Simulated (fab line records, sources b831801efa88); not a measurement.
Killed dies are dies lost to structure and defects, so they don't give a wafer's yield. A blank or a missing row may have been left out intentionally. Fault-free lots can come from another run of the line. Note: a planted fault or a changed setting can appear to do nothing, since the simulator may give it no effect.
fab line records || flow sky130
record {"lots": 6, "wafers": 18, "last-day": 51}
route steps=708 shown FIELD_ISO@1
lots that met no fault: taken from a fault-free run of the same line
start-h: the number of hours between the record's first day and the start of the first shown wafer of the lot || wait-h: how many hours have passed since the lot's step before this one || " same as the row above || L1.1+2: several wafers, shown together as one row || - no value, or no start was given || * or withheld: withheld || < > ~ a bound
route shown NAME@n: NAME is a module with steps in the file, n the number in the route of the first one || usual: average and standard deviation across the fault-free wafers || same: alike in all rows || chamber/n: place in a boat || sites: per-site readings || _std_site: standard deviation of those values || _edge_site: outer sites' mean less inner sites' || radius-mm: how far each site lies from the wafer's centre || mask NAME#n: copy n || behind: the tool/chamber that last shaped the wafer || hold: cause of the lot's hold/its duration in hours/its outcome || device: whichever transistor did not switch (one of n, p or np) || end of line: tests of these same wafers at the route's end || a step with no rows: only its recipe || killed: not the wafer's yield, but the dies lost to structure and defects at the first sort || map: the dies of a wafer, with x for killed, . for not killed, _ for no die there
set.NAME: the setting as run; set.NAME@STEP: as run at that earlier step || model.NAME: the simulator's own value behind a step, which no gauge read
lots seen at some steps along the route; tables by step, rows by wafer
## steps
# step SKY_FIELD_ISO_BOW_MEAS_00
# recipe {"mode": "bow"}
# usual {"INCOMING_BOW": "0/6.3"}
{"lot.wafer": "L488.1", "tool": "film-metro-04", "chamber": "-", "start-h": 45.00, "wait-h": "-", "INCOMING_BOW[um]": -6}
{"lot.wafer": "L488.4", "tool": "film-metro-04", "chamber": "-", "start-h": 45.00, "wait-h": "-", "INCOMING_BOW[um]": -4}
{"lot.wafer": "L488.5", "tool": "film-metro-04", "chamber": "-", "start-h": 45.00, "wait-h": "-", "INCOMING_BOW[um]": 2}
{"lot.wafer": "L491.1", "tool": "film-metro-02", "chamber": "-", "start-h": 60.00, "wait-h": "-", "INCOMING_BOW[um]": 2}
{"lot.wafer": "L491.3", "tool": "film-metro-02", "chamber": "-", "start-h": 60.00, "wait-h": "-", "INCOMING_BOW[um]": 3}
{"lot.wafer": "L491.4", "tool": "film-metro-02", "chamber": "-", "start-h": 60.00, "wait-h": "-", "INCOMING_BOW[um]": 0}
{"lot.wafer": "L496.1", "tool": "film-metro-01", "chamber": "-", "start-h": 85.00, "wait-h": "-", "INCOMING_BOW[um]": -7}
{"lot.wafer": "L496.2", "tool": "film-metro-01", "chamber": "-", "start-h": 85.00, "wait-h": "-", "INCOMING_BOW[um]": 2}
{"lot.wafer": "L496.6", "tool": "film-metro-01", "chamber": "-", "start-h": 85.00, "wait-h": "-", "INCOMING_BOW[um]": 3}
{"lot.wafer": "L497.4", "tool": "film-metro-04", "chamber": "-", "start-h": 90.06, "wait-h": "-", "INCOMING_BOW[um]": 3}
{"lot.wafer": "L497.5", "tool": "film-metro-04", "chamber": "-", "start-h": 90.06, "wait-h": "-", "INCOMING_BOW[um]": 1}
{"lot.wafer": "L497.6", "tool": "film-metro-04", "chamber": "-", "start-h": 90.06, "wait-h": "-", "INCOMING_BOW[um]": 2}
{"lot.wafer": "L503.3", "tool": "film-metro-02", "chamber": "-", "start-h": 120.04, "wait-h": "-", "INCOMING_BOW[um]": 2}
{"lot.wafer": "L503.4", "tool": "film-metro-02", "chamber": "-", "start-h": 120.04, "wait-h": "-", "INCOMING_BOW[um]": -1}
{"lot.wafer": "L503.6", "tool": "film-metro-02", "chamber": "-", "start-h": 120.04, "wait-h": "-", "INCOMING_BOW[um]": 8}
{"lot.wafer": "L504.1", "tool": "film-metro-04", "chamber": "-", "start-h": 125.00, "wait-h": "-", "INCOMING_BOW[um]": 3}
{"lot.wafer": "L504.4", "tool": "film-metro-04", "chamber": "-", "start-h": 125.00, "wait-h": "-", "INCOMING_BOW[um]": -8}
{"lot.wafer": "L504.6", "tool": "film-metro-04", "chamber": "-", "start-h": 125.00, "wait-h": "-", "INCOMING_BOW[um]": 0}
# step SKY_FIELD_ISO_OXIDATION_01
# recipe {"temp-c": 900, "ambient": "O2", "stabilise-s": 600, "purge-s": 300, "target-thk-a": 120, "ox-time-s": 1843}
# step SKY_FIELD_ISO_THK_MEAS_02
# recipe {"reads": "SiO2_of_FIELD_ISO_OXIDATION_01"}
# usual {"FIELD_ISO_OXIDATION_00_THK": "11.97/0.23"}
{"lot.wafer": "L488.1", "tool": "film-metro-01", "chamber": "-", "start-h": 47.07, "wait-h": 0.0, "FIELD_ISO_OXIDATION_00_THK[nm]": 11.80}
{"lot.wafer": "L488.4", "tool": "film-metro-01", "chamber": "-", "start-h": 47.07, "wait-h": 0.0, "FIELD_ISO_OXIDATION_00_THK[nm]": 11.69}
{"lot.wafer": "L488.5", "tool": "film-metro-01", "chamber": "-", "start-h": 47.07, "wait-h": 0.0, "FIELD_ISO_OXIDATION_00_THK[nm]": 11.84}
{"lot.wafer": "L491.1", "tool": "film-metro-01", "chamber": "-", "start-h": 61.78, "wait-h": 0.0, "FIELD_ISO_OXIDATION_00_THK[nm]": 11.71}
{"lot.wafer": "L491.3", "tool": "film-metro-01", "chamber": "-", "start-h": 61.78, "wait-h": 0.0, "FIELD_ISO_OXIDATION_00_THK[nm]": 11.86}
{"lot.wafer": "L491.4", "tool": "film-metro-01", "chamber": "-", "start-h": 61.78, "wait-h": 0.0, "FIELD_ISO_OXIDATION_00_THK[nm]": 11.76}
{"lot.wafer": "L496.1", "tool": "film-metro-04", "chamber": "-", "start-h": 88.59, "wait-h": 0.0, "FIELD_ISO_OXIDATION_00_THK[nm]": 11.98}
{"lot.wafer": "L496.2", "tool": "film-metro-04", "chamber": "-", "start-h": 88.59, "wait-h": 0.0, "FIELD_ISO_OXIDATION_00_THK[nm]": 11.75}
{"lot.wafer": "L496.6", "tool": "film-metro-04", "chamber": "-", "start-h": 88.59, "wait-h": 0.0, "FIELD_ISO_OXIDATION_00_THK[nm]": 12.10}
{"lot.wafer": "L497.4", "tool": "film-metro-02", "chamber": "-", "start-h": 93.50, "wait-h": 0.0, "FIELD_ISO_OXIDATION_00_THK[nm]": 11.86}
{"lot.wafer": "L497.5", "tool": "film-metro-02", "chamber": "-", "start-h": 93.50, "wait-h": 0.0, "FIELD_ISO_OXIDATION_00_THK[nm]": 11.90}
{"lot.wafer": "L497.6", "tool": "film-metro-02", "chamber": "-", "start-h": 93.50, "wait-h": 0.0, "FIELD_ISO_OXIDATION_00_THK[nm]": 11.75}
{"lot.wafer": "L503.3", "tool": "film-metro-02", "chamber": "-", "start-h": 122.80, "wait-h": 0.0, "FIELD_ISO_OXIDATION_00_THK[nm]": 11.77}
{"lot.wafer": "L503.4", "tool": "film-metro-02", "chamber": "-", "start-h": 122.80, "wait-h": 0.0, "FIELD_ISO_OXIDATION_00_THK[nm]": 11.88}
{"lot.wafer": "L503.6", "tool": "film-metro-02", "chamber": "-", "start-h": 122.80, "wait-h": 0.0, "FIELD_ISO_OXIDATION_00_THK[nm]": 12.05}
{"lot.wafer": "L504.1", "tool": "film-metro-01", "chamber": "-", "start-h": 127.21, "wait-h": 0.0, "FIELD_ISO_OXIDATION_00_THK[nm]": 11.91}
{"lot.wafer": "L504.4", "tool": "film-metro-01", "chamber": "-", "start-h": 127.21, "wait-h": 0.0, "FIELD_ISO_OXIDATION_00_THK[nm]": 11.93}
{"lot.wafer": "L504.6", "tool": "film-metro-01", "chamber": "-", "start-h": 127.21, "wait-h": 0.0, "FIELD_ISO_OXIDATION_00_THK[nm]": 11.89}
# step SKY_FIELD_ISO_CVD_03
# recipe {"material": "Si3N4", "precursor": "DCS/NH3", "target-thk-nm": 165, "temp-c": 770, "time-s": 2740, "pressure-mtorr": 250}
# step SKY_FIELD_ISO_THK_MEAS_04
# recipe {"reads": "Si3N4_of_FIELD_ISO_CVD_03"}
# usual {"FIELD_ISO_CVD_03_THK": "159.9/1.6"}
{"lot.wafer": "L488.1", "tool": "film-metro-04", "chamber": "-", "start-h": 54.61, "wait-h": 0.0, "FIELD_ISO_CVD_03_THK[nm]": 157.2}
{"lot.wafer": "L488.4", "tool": "film-metro-04", "chamber": "-", "start-h": 54.61, "wait-h": 0.0, "FIELD_ISO_CVD_03_THK[nm]": 158.8}
{"lot.wafer": "L488.5", "tool": "film-metro-04", "chamber": "-", "start-h": 54.61, "wait-h": 0.0, "FIELD_ISO_CVD_03_THK[nm]": 158.5}
{"lot.wafer": "L491.1", "tool": "film-metro-02", "chamber": "-", "start-h": 63.63, "wait-h": 0.0, "FIELD_ISO_CVD_03_THK[nm]": 159.5}
{"lot.wafer": "L491.3", "tool": "film-metro-02", "chamber": "-", "start-h": 63.63, "wait-h": 0.0, "FIELD_ISO_CVD_03_THK[nm]": 160.0}
{"lot.wafer": "L491.4", "tool": "film-metro-02", "chamber": "-", "start-h": 63.63, "wait-h": 0.0, "FIELD_ISO_CVD_03_THK[nm]": 159.3}
{"lot.wafer": "L496.1", "tool": "film-metro-01", "chamber": "-", "start-h": 90.51, "wait-h": 0.0, "FIELD_ISO_CVD_03_THK[nm]": 160.1}
{"lot.wafer": "L496.2", "tool": "film-metro-01", "chamber": "-", "start-h": 90.51, "wait-h": 0.0, "FIELD_ISO_CVD_03_THK[nm]": 159.4}
{"lot.wafer": "L496.6", "tool": "film-metro-01", "chamber": "-", "start-h": 90.51, "wait-h": 0.0, "FIELD_ISO_CVD_03_THK[nm]": 159.4}
{"lot.wafer": "L497.4", "tool": "film-metro-04", "chamber": "-", "start-h": 95.85, "wait-h": 0.1, "FIELD_ISO_CVD_03_THK[nm]": 159.5}
{"lot.wafer": "L497.5", "tool": "film-metro-04", "chamber": "-", "start-h": 95.85, "wait-h": 0.1, "FIELD_ISO_CVD_03_THK[nm]": 159.9}
{"lot.wafer": "L497.6", "tool": "film-metro-04", "chamber": "-", "start-h": 95.85, "wait-h": 0.1, "FIELD_ISO_CVD_03_THK[nm]": 160.1}
{"lot.wafer": "L503.3", "tool": "film-metro-04", "chamber": "-", "start-h": 126.14, "wait-h": 0.0, "FIELD_ISO_CVD_03_THK[nm]": 161.0}
{"lot.wafer": "L503.4", "tool": "film-metro-04", "chamber": "-", "start-h": 126.14, "wait-h": 0.0, "FIELD_ISO_CVD_03_THK[nm]": 160.7}
{"lot.wafer": "L503.6", "tool": "film-metro-04", "chamber": "-", "start-h": 126.14, "wait-h": 0.0, "FIELD_ISO_CVD_03_THK[nm]": 158.9}
{"lot.wafer": "L504.1", "tool": "film-metro-02", "chamber": "-", "start-h": 130.47, "wait-h": 0.0, "FIELD_ISO_CVD_03_THK[nm]": 160.6}
{"lot.wafer": "L504.4", "tool": "film-metro-02", "chamber": "-", "start-h": 130.47, "wait-h": 0.0, "FIELD_ISO_CVD_03_THK[nm]": 162.7}
{"lot.wafer": "L504.6", "tool": "film-metro-02", "chamber": "-", "start-h": 130.47, "wait-h": 0.0, "FIELD_ISO_CVD_03_THK[nm]": 161.5}
# step SKY_FIELD_ISO_DEHYDRATE_05
# recipe {"temp-c": 200, "time-s": 60}
# step SKY_FIELD_ISO_HMDS_06
# recipe {"prime-time-s": 60, "prime-temp-c": 120}
# step SKY_FIELD_ISO_COAT_07
# recipe {"resist": "BARC", "temp-c": "withheld", "time-s": "withheld", "spin-rpm": 3000, "resist-thk-nm": 60}
# step SKY_FIELD_ISO_COAT_08
# recipe {"resist": "KrF-thick", "spin-rpm": 3000, "resist-thk-nm": 450}
# step SKY_FIELD_ISO_SOFTBAKE_09
# recipe {"temp-c": 98.84, "time-s": 90, "resist": "KrF-thick"}
# step SKY_FIELD_ISO_EXPOSE_10
# recipe {"mask-id": "FOM", "na": 0.68, "source-shape": "annular", "sigma-inner": 0.4, "sigma-outer": 0.8, "target-cd-nm": 150, "dose-mj": 28}
# step SKY_FIELD_ISO_PEB_11
# recipe {"peb-temp-c": "withheld", "peb-time-s": "withheld", "resist": "KrF-thick"}
# usual {"chill-plate-temp-C": "*", "exhaust-pa": "45.0/0.93"}
{"lot.wafer": "L488.1", "tool": "litho-track-01", "chamber": 0, "start-h": 70, "wait-h": "-", "chill-plate-temp-C": "*", "exhaust-pa": 44.7}
{"lot.wafer": "L488.4", "tool": "litho-track-01", "chamber": 0, "start-h": 70, "wait-h": "-", "chill-plate-temp-C": "*", "exhaust-pa": 45.4}
{"lot.wafer": "L488.5", "tool": "litho-track-01", "chamber": 0, "start-h": 70, "wait-h": "-", "chill-plate-temp-C": "*", "exhaust-pa": 45.7}
{"lot.wafer": "L491.1", "tool": "litho-track-01", "chamber": 0, "start-h": 80, "wait-h": "-", "chill-plate-temp-C": "*", "exhaust-pa": 46.4}
{"lot.wafer": "L491.3", "tool": "litho-track-01", "chamber": 0, "start-h": 80, "wait-h": "-", "chill-plate-temp-C": "*", "exhaust-pa": 46.8}
{"lot.wafer": "L491.4", "tool": "litho-track-01", "chamber": 0, "start-h": 80, "wait-h": "-", "chill-plate-temp-C": "*", "exhaust-pa": 46.1}
{"lot.wafer": "L496.1", "tool": "litho-track-04", "chamber": "-", "start-h": 107, "wait-h": "-", "chill-plate-temp-C": "-", "exhaust-pa": "-"}
{"lot.wafer": "L496.2", "tool": "litho-track-04", "chamber": "-", "start-h": 107, "wait-h": "-", "chill-plate-temp-C": "-", "exhaust-pa": "-"}
{"lot.wafer": "L496.6", "tool": "litho-track-04", "chamber": "-", "start-h": 107, "wait-h": "-", "chill-plate-temp-C": "-", "exhaust-pa": "-"}
{"lot.wafer": "L497.4", "tool": "litho-track-04", "chamber": "-", "start-h": 113, "wait-h": "-", "chill-plate-temp-C": "-", "exhaust-pa": "-"}
{"lot.wafer": "L497.5", "tool": "litho-track-04", "chamber": "-", "start-h": 113, "wait-h": "-", "chill-plate-temp-C": "-", "exhaust-pa": "-"}
{"lot.wafer": "L497.6", "tool": "litho-track-04", "chamber": "-", "start-h": 113, "wait-h": "-", "chill-plate-temp-C": "-", "exhaust-pa": "-"}
{"lot.wafer": "L503.3", "tool": "litho-track-04", "chamber": 0, "start-h": 145, "wait-h": "-", "chill-plate-temp-C": "*", "exhaust-pa": 45.7}
{"lot.wafer": "L503.4", "tool": "litho-track-04", "chamber": 0, "start-h": 145, "wait-h": "-", "chill-plate-temp-C": "*", "exhaust-pa": 45.0}
{"lot.wafer": "L503.6", "tool": "litho-track-04", "chamber": 0, "start-h": 145, "wait-h": "-", "chill-plate-temp-C": "*", "exhaust-pa": 45.8}
{"lot.wafer": "L504.1", "tool": "litho-track-02", "chamber": 0, "start-h": 149, "wait-h": "-", "chill-plate-temp-C": "*", "exhaust-pa": 44.3}
{"lot.wafer": "L504.4", "tool": "litho-track-02", "chamber": 0, "start-h": 149, "wait-h": "-", "chill-plate-temp-C": "*", "exhaust-pa": 43.9}
{"lot.wafer": "L504.6", "tool": "litho-track-02", "chamber": 0, "start-h": 149, "wait-h": "-", "chill-plate-temp-C": "*", "exhaust-pa": 45.2}
# step SKY_FIELD_ISO_DEVELOP_12
# recipe {"develop-time-s": 60, "resist": "KrF-thick", "dev-temp-c": 21}
## key
first-sign {"step": "SKY_FIELD_ISO_PEB_11", "reading": "tool-record", "direction": "missing"}
effect none on later readings
met-at SKY_FIELD_ISO_PEB_11
struck-wafers L496.1,L496.2,L496.6,L497.4,L497.5,L497.6
later-rows-left-out L496.1,L496.2,L496.6,L497.4,L497.5,L497.6
sort-left-out L496.1,L496.2,L496.6,L497.4,L497.5,L497.6
tester-left-out L496,L497
fault {"kind": "skipped-step-whole", "tool": "litho-track-04", "chamber": "-", "onset-h": 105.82, "steps": "SKY_FIELD_ISO_PEB_11", "scope": "struck-lots-only"}
# tester-left-out: of these lots the tester's yield and bins aren't shown, on N5 and GAA mostly nor the transistor test; their killed dies are dies lost to structure and defects alone, not to doping, threshold or leakage, so they don't give the yield
# sort-left-out: the simulated sort isn't trusted on such a fault, so these wafers' sort isn't shown, and their yield isn't known
# later-rows-left-out: the simulator's readings of these wafers behind a module that went badly wrong aren't trusted and aren't shown, but for the sort
